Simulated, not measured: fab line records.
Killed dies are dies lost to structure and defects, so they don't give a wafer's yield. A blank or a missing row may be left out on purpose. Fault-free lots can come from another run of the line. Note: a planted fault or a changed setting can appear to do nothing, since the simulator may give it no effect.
Which of the tools did it? -- flow sky130 -- 24 lots with 72 wafers sampled at 4 steps, on a route of 708 steps

WHAT EACH GAUGE READ, for each wafer
SKY_METAL4_CD_MEAS_13: the cd target is 300 nm. Usual: cd_nm at 300.1 nm, with a standard deviation of 1.5.
lot,measured,on,cd_nm (nm),flag
L074,day 41 16:06,cd_sem-01,299.3 298.3 300.4,
L075,day 41 21:52,cd_sem-01,298.8 299.2 298.3,
L076,day 42 07:06,cd_sem-02,301.5 301.6 300.6,
L077,day 42 14:02,cd_sem-02,304.3 302.3 302.3,
L078,day 42 21:36,cd_sem-01,301.2 301.3 302.2,
L079,day 43 11:02,cd_sem-01,299.2 298.3 298.5,
L080,day 43 20:22,cd_sem-02,299.2 297.9 299.7,
L081,day 43 22:55,cd_sem-01,299.3 299.7 300.5,
L082,day 44 01:33,cd_sem-02,300.1 300.0 300.6,
L083,day 44 01:54,cd_sem-02,298.1 298.4 297.8,
L084,day 44 04:55,cd_sem-02,298.0 299.5 299.6,
L085,day 44 13:23,cd_sem-02,300.8 300.0 300.9,
L086,day 44 19:44,cd_sem-02,301.6 302.0 300.4,
L087,day 45 01:33,cd_sem-02,298.8 298.5 299.6,
L088,day 45 08:33,cd_sem-02,302.8 300.7 302.2,
L089,day 45 13:44,cd_sem-02,300.4 300.2 302.1,
L090,day 46 20:43,cd_sem-01,301.6 302.6 302.3,
L092,day 46 21:56,cd_sem-02,297.6 299.0 298.6,
L091,day 46 22:13,cd_sem-01,299.1 299.9 300.1,
L093,day 46 23:23,cd_sem-02,300.3 299.9 300.8,
L094,day 47 00:40,cd_sem-01,299.6 299.9 299.5,
L095,day 47 07:23,cd_sem-02,302.7 301.3 301.1,
L096,day 47 09:32,cd_sem-01,299.7 299.6 295.6,
L097,day 47 15:43,cd_sem-02,298.7 298.0 298.9,

SKY_VIA4_OVL_MEAS_11. Usual: VIA4_OVL 1.0 nm, standard deviation 1.5.
lot,measured,on,VIA4_OVL (nm),flag
L074,day 42 17:19,overlay-02,-0.1 -0.7 -0.3,
L075,day 42 23:01,overlay-02,-0.7 -0.1 0.8,
L076,day 43 07:17,overlay-02,2.8 1.6 2.3,
L077,day 43 14:20,overlay-01,-0.9 -1.1 0.1,
L078,day 43 21:09,overlay-01,1.0 1.3 2.4,
L079,day 44 11:16,overlay-02,-0.6 1.6 0.1,
L080,day 44 19:46,overlay-01,-0.6 -0.6 -0.5,
L081,day 44 22:05,overlay-02,4.6 4.0 3.7,
L082,day 45 01:22,overlay-01,1.8 0.1 0.8,
L083,day 45 01:51,overlay-02,0.1 0.1 0.1,
L084,day 45 04:31,overlay-01,-1.3 2.2 -1.0,
L085,day 45 12:37,overlay-02,1.3 0.3 -1.2,
L086,day 45 18:04,overlay-02,0.0 1.3 -2.3,
L087,day 45 23:49,overlay-02,2.2 2.3 1.0,
L088,day 46 06:49,overlay-01,3.5 1.5 0.4,
L089,day 46 11:34,overlay-02,-1.9 -0.6 0.0,
L090,day 47 17:22,overlay-02,0.3 2.6 1.6,
L092,day 47 18:31,overlay-02,-0.6 -1.9 0.5,
L091,day 47 20:04,overlay-01,0.3 1.9 1.0,
L093,day 47 20:23,overlay-02,0.0 -0.1 -1.4,
L094,day 47 22:39,overlay-01,2.7 2.9 1.0,
L095,day 48 05:23,overlay-02,3.6 3.9 2.7,
L096,day 48 06:11,overlay-02,2.6 2.3 1.8,
L097,day 48 11:25,overlay-02,-0.9 -0.6 0.1,

TOOL THAT RAN EACH LOT (tool first, then ch and the chambers of the sampled wafers, then the start)
lot,SKY_METAL3_SPUTTER_02,SKY_METAL4_ETCH_16
L074,"pvd_sputter-04, day 36 04:40","rie_metal-03 ch 0,1, day 41 16:18"
L075,"pvd_sputter-03, day 36 11:47","rie_metal-02 ch 1, day 41 22:06"
L076,"pvd_sputter-01, day 36 22:29","rie_metal-03 ch 0,1, day 42 07:17"
L077,"pvd_sputter-04, day 37 04:32","rie_metal-01 ch 0,1, day 42 14:13"
L078,"pvd_sputter-03, day 37 14:45","rie_metal-01 ch 0,1, day 42 21:47"
L079,"pvd_sputter-03, day 38 05:30","rie_metal-01 ch 0,1, day 43 11:12"
L080,"pvd_sputter-03, day 38 16:13","rie_metal-01 ch 0,1, day 43 20:32"
L081,"pvd_sputter-01, day 38 18:06","rie_metal-01 ch 0,1, day 43 23:05"
L082,"pvd_sputter-01, day 38 21:12","rie_metal-01 ch 0,1, day 44 01:44"
L083,"pvd_sputter-04, day 38 21:33","rie_metal-03 ch 0,1, day 44 02:05"
L084,"pvd_sputter-03, day 39 03:10","rie_metal-02 ch 0,1, day 44 05:05"
L085,"pvd_sputter-04, day 39 10:51","rie_metal-01 ch 0,1, day 44 13:34"
L086,"pvd_sputter-03, day 39 18:35","rie_metal-02 ch 0,1, day 44 19:55"
L087,"pvd_sputter-03, day 40 01:39","rie_metal-03 ch 0,1, day 45 01:44"
L088,"pvd_sputter-01, day 40 07:50","rie_metal-03 ch 0,1, day 45 08:44"
L089,"pvd_sputter-01, day 40 15:32","rie_metal-03 ch 0, day 45 13:56"
L090,"pvd_sputter-03, day 42 01:50","rie_metal-03 ch 0,1, day 46 20:54"
L092,"pvd_sputter-01, day 42 03:46","rie_metal-03 ch 0,1, day 46 22:05"
L091,"pvd_sputter-03, day 42 05:19","rie_metal-01 ch 0,1, day 46 22:24"
L093,"pvd_sputter-04, day 42 05:19","rie_metal-02 ch 0,1, day 46 23:33"
L094,"pvd_sputter-04, day 42 08:34","rie_metal-03 ch 0,1, day 47 00:51"
L095,"pvd_sputter-04, day 42 12:44","rie_metal-03 ch 0,1, day 47 07:34"
L096,"pvd_sputter-01, day 42 17:28","rie_metal-02 ch 0,1, day 47 09:41"
L097,"pvd_sputter-04, day 42 23:07","rie_metal-03 ch 0,1, day 47 15:53"
- SKY_METAL3_SPUTTER_02: material AlCu, target thk 735 nm, time 39.1 s.
- SKY_METAL4_ETCH_16: etches BARC in N2/H2, stops on SiO2, time 88.2 s, target depth 60 nm.

AS READ BY THE TOOLS THEMSELVES (means over the sampled wafers that have a number; for cases with no such wafer, the mark the record gives instead)
SKY_METAL3_SPUTTER_02. Usual: throttle_valve_pct at 29.5 %, with a standard deviation of 0.98.
lot,tool,throttle_valve_pct (%),flag
L074,pvd_sputter-04,29.2,
L075,pvd_sputter-03,29.8,
L076,pvd_sputter-01,30.2,
L077,pvd_sputter-04,29.7,
L078,pvd_sputter-03,28.8,
L079,pvd_sputter-03,29.5,
L080,pvd_sputter-03,30.4,
L081,pvd_sputter-01,30.0,
L082,pvd_sputter-01,30.4,
L083,pvd_sputter-04,29.4,
L084,pvd_sputter-03,28.8,
L085,pvd_sputter-04,28.9,
L086,pvd_sputter-03,29.6,
L087,pvd_sputter-03,29.4,
L088,pvd_sputter-01,30.1,
L089,pvd_sputter-01,30.1,
L090,pvd_sputter-03,29.5,
L092,pvd_sputter-01,30.2,
L091,pvd_sputter-03,29.6,
L093,pvd_sputter-04,29.4,
L094,pvd_sputter-04,30.3,
L095,pvd_sputter-04,29.3,
L096,pvd_sputter-01,30.2,
L097,pvd_sputter-04,28.8,

SKY_METAL4_ETCH_16. Usual: chamber_pressure_mTorr 30.002 mTorr, standard deviation 0.026; drypump_motor_current_A 5.8 A, standard deviation 0.34; h2_flow_sccm 200.0 sccm, standard deviation 0.54; oes_product_au 0.626 a.u., standard deviation 0.0046; throttle_valve_pct 13.205 %, standard deviation 0.0087.
lot,tool,chamber_pressure_mTorr (mTorr),drypump_motor_current_A (A),h2_flow_sccm (sccm),oes_product_au (a.u.),throttle_valve_pct (%),flag
L074,rie_metal-03,30.001,5.9,200.0,0.626,13.208,
L075,rie_metal-02,29.992,6.0,200.2,0.621,13.204,
L076,rie_metal-03,30.004,5.9,199.9,0.629,13.210,
L077,rie_metal-01,30.030,5.4,200.4,0.626,13.208,
L078,rie_metal-01,29.954,5.4,199.8,0.626,13.206,
L079,rie_metal-01,30.005,5.7,200.4,0.626,13.204,
L080,rie_metal-01,30.016,5.7,200.2,0.626,13.211,
L081,rie_metal-01,30.009,5.7,199.2,0.623,13.213,
L082,rie_metal-01,30.024,5.7,200.8,0.631,13.207,
L083,rie_metal-03,30.016,5.9,200.0,0.630,13.205,
L084,rie_metal-02,29.988,6.1,199.7,0.625,13.201,
L085,rie_metal-01,29.994,5.7,199.4,0.626,13.202,
L086,rie_metal-02,29.995,6.1,200.2,0.621,13.208,
L087,rie_metal-03,30.022,5.9,200.7,0.627,13.204,
L088,rie_metal-03,30.017,5.9,200.0,0.625,13.209,
L089,rie_metal-03,29.991,6.0,199.8,0.625,13.203,
L090,rie_metal-03,29.999,5.9,199.3,0.627,13.201,
L092,rie_metal-03,29.995,5.9,199.7,0.628,13.202,
L091,rie_metal-01,30.008,5.4,200.4,0.630,13.204,
L093,rie_metal-02,30.012,6.2,199.7,0.628,13.201,
L094,rie_metal-03,29.982,5.9,199.8,0.629,13.208,
L095,rie_metal-03,29.996,5.9,200.2,0.625,13.202,
L096,rie_metal-02,30.031,6.2,199.6,0.625,13.201,
L097,rie_metal-03,30.001,5.9,201.0,0.625,13.203,

THE ANSWER, worked out from the rows above alone
Rule: lot off if the mean of its wafers having a number is beyond 3 standard deviations from the usual mean. Also off: a lot with no number at a reading for which 4 or more lots have one. Where the step has rows for the other lots, those lots are counted as sound. The gauges are gone through in route order, then the tools' own readings, and for those a lot's mean is taken as printed above. At the first step where some lot is off, the reading lying furthest off is the one used; lots without a number count as furthest.
No lot is off at any reading shown: from this, nothing can be told.

WHAT WAS PUT IN BY THE SIMULATOR
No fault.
